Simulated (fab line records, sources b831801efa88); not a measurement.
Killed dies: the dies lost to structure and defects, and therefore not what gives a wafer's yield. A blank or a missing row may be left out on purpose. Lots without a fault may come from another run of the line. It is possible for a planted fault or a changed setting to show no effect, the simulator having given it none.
8D (eight disciplines) problem report, filled in by code | flow sky130 | the parts of the form that need people (team, actions taken, sign-off) are left out

1. THE ISSUE
Mean of beam-energy-keV at SKY_LDD_LDN_IMPLANT_11: 19.090 across 9 wafers in 3 lots; on wafers with no fault it is 15.000 (standard deviation 0.0045). That is +99 or more standard deviations from the usual mean.
The first sign was on wafer L728.1 at day 29 13:07, on implanter-01. At this step, 39 wafers from 13 lots have a number in the record. Rule for "out", or "out of limits": more than 4 standard deviations from the usual mean. The other wafers with a number count as sound.

2. WHAT IT IS, WHAT IT ISN'T
question                    | is                     | is not
which readings at this step | beam-energy-keV        | -
which lots                  | L728, L729, L730       | L712, L715, L716, L717, L718, L719, L720, L722, L724, L727
which wafers of those lots  | all that have a number | -
read on which tools         | implanter-01           | implanter-03, implanter-04
when                        | from day 29 13:07      | up to then (30 sound wafers)

3. THE SUSPECTS, EACH WITH WHAT RULES IT OUT
Counting: any tool at a process step up to the reading is kept as a suspect provided that every lot that is out went through it and no sound lot did after the first of them.
- implanter-01 at SKY_LDD_LDN_IMPLANT_11: kept. Every lot that is out went through it, starting with L728 (day 29 13:07), and after that it ran no sound lot; the last sound lot it ran before then is L727 (day 29 03:04). On those wafers its own readings are out: beam-energy-keV.
The count leaves implanter-01 at SKY_LDD_LDN_IMPLANT_11.

4. THE CAUSE (what the simulator had put in)
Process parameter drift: implanter-01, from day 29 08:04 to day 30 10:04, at SKY_LDD_LDN_IMPLANT_11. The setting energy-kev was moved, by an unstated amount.
After counting, this tool was the only one left.

5. THE EFFECT CHAIN, in route order
Each row: a reading where the mean over the struck wafers with a number is more than 3 standard deviations away from the usual. Only readings for which the record gives a usual standard deviation are gone through. hours: the time from each lot's start at the first step in this table that gives one to its start at this step, as a median over the lots. sigmas: the change in usual standard deviations.
hours | step                   | reading         | usual  | on struck wafers | change | sigmas
0     | SKY_LDD_LDN_IMPLANT_11 | beam-energy-keV | 15.000 | 19.090           | +4.090 | +99 or more
The process steps in it:
- SKY_LDD_LDN_IMPLANT_11
At these later measuring or inspecting steps, every struck wafer for which the step has a row has a number for every such reading, and none has moved that far: SKY_SD_P_TW_MEAS_11, SKY_LI_CONTACT_CD_MEAS_12.

6. HOW IT WOULD HAVE BEEN CAUGHT EARLIER
First out-of-limits reading in this record: day 29 13:07, which is 5 hours after fault onset at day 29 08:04.
